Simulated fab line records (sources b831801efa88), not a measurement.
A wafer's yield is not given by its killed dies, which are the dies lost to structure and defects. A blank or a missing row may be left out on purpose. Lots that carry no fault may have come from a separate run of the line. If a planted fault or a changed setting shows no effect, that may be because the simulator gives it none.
Commonality check across tools ; flow sfqLine ; Sampled: 14 lots, 42 wafers

THE REASON FOR OPENING IT
SFQ_M2_RS_MEAS_914, reading M2_NB_RS: flagged on 2 of 14 lots. Fault-free wafers read 0.892 ohm/sq, with a standard deviation of 0.009.
Rule: a lot is flagged in two cases, either no wafer of it has a number, or all its wafers with numbers fall more than 4 standard deviations from that mean. The other lots count as sound.

lot;measured;on;M2_NB_RS (ohm/sq), wafer by wafer;flag
L647;day 28 02:37;filmMetro-01;0.889 0.885 0.893;
L648;day 28 06:13;filmMetro-03;0.910 0.899 0.898;
L649;day 28 20:01;filmMetro-03;0.878 0.879 0.889;
L651;day 29 10:37;filmMetro-01;0.899 0.903 0.901;
L653;day 31 03:32;filmMetro-03;0.885 0.889 0.887;
L654;day 31 09:31;filmMetro-02;0.897 0.900 0.902;
L656;day 32 04:08;filmMetro-01;0.891 0.896 0.890;
L658;day 32 13:45;filmMetro-02;0.893 0.895 0.890;
L660;day 32 18:31;filmMetro-03;1.112 1.119 1.114;FLAGGED
L662;day 32 22:08;filmMetro-01;1.134 1.135 1.134;FLAGGED
L665;day 33 04:08;filmMetro-02;0.885 0.872 0.878;
L666;day 33 05:53;filmMetro-01;0.886 0.900 0.897;
L667;day 33 08:14;filmMetro-03;0.876 0.886 0.885;
L670;day 33 14:13;filmMetro-01;0.900 0.894 0.893;
Average over the flagged lots: 1.125 ohm/sq; offset from the usual +0.233 ohm/sq, equal to +26 standard deviations.

WHICH TOOL RAN EACH LOT
The record keeps 1 process step preceding the reading, out of 325 steps on the route. Every cell lists first the tool, next ch and the chambers used by the sampled wafers, and last the start.
lot;flag;SFQ_TRILAYER_M2_DEP_SPUTTER_055
L647;;pvdSputter-04, day 28 02:30
L648;;pvdSputter-05, day 28 06:07
L649;;pvdSputter-04, day 28 19:55
L651;;pvdSputter-03, day 29 10:27
L653;;pvdSputter-04, day 31 03:26
L654;;pvdSputter-03, day 31 09:25
L656;;pvdSputter-03, day 32 04:01
L658;;pvdSputter-03, day 32 13:37
L660;FLAGGED;pvdSputter-03, day 32 18:25
L662;FLAGGED;pvdSputter-03, day 32 22:01
L665;;pvdSputter-04, day 33 04:01
L666;;pvdSputter-05, day 33 05:46
L667;;pvdSputter-04, day 33 08:08
L670;;pvdSputter-04, day 33 14:08
What the steps here do:
- SFQ_TRILAYER_M2_DEP_SPUTTER_055: material Nb, target thk 200 nm, time 133.3 s.
- SFQ_M2_RS_MEAS_914: measures by four-point-probe.

FLAGGED OVER TOTAL, TOOL BY TOOL (the gauges that took the reading come last)
step;tool;lots run;flagged;share of the flagged lots;sound lots run after its first flagged lot
SFQ_TRILAYER_M2_DEP_SPUTTER_055;pvdSputter-03;6;2;all;0
SFQ_TRILAYER_M2_DEP_SPUTTER_055;pvdSputter-04;6;0;none;-
SFQ_TRILAYER_M2_DEP_SPUTTER_055;pvdSputter-05;2;0;none;-
SFQ_M2_RS_MEAS_914;filmMetro-01;6;1;some;2 (L666,L670)
SFQ_M2_RS_MEAS_914;filmMetro-02;3;0;none;-
SFQ_M2_RS_MEAS_914;filmMetro-03;5;1;some;1 (L667)

WHAT THE TABLE PERMITS
All flagged lots share 1 row of the table, namely pvdSputter-03 at SFQ_TRILAYER_M2_DEP_SPUTTER_055.
- pvdSputter-03 at SFQ_TRILAYER_M2_DEP_SPUTTER_055 ran 6 lots, 2 of them flagged. A fault beginning between L658 (day 32 13:37), its last sound lot, and L660 (day 32 18:25), its first flagged one, fits the data. Its own readings (cathodeDcPowerW) fall more than 4 standard deviations out on all wafers of the flagged lots.
Just one tool remains: pvdSputter-03 at SFQ_TRILAYER_M2_DEP_SPUTTER_055.

WHAT HAD BEEN PUT IN BY THE SIMULATOR
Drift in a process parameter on pvdSputter-03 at SFQ_TRILAYER_M2_DEP_SPUTTER_055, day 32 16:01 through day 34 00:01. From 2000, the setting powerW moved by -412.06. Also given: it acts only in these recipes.
Lots struck among those shown: L660, L662. The rule given above showed the same thing.
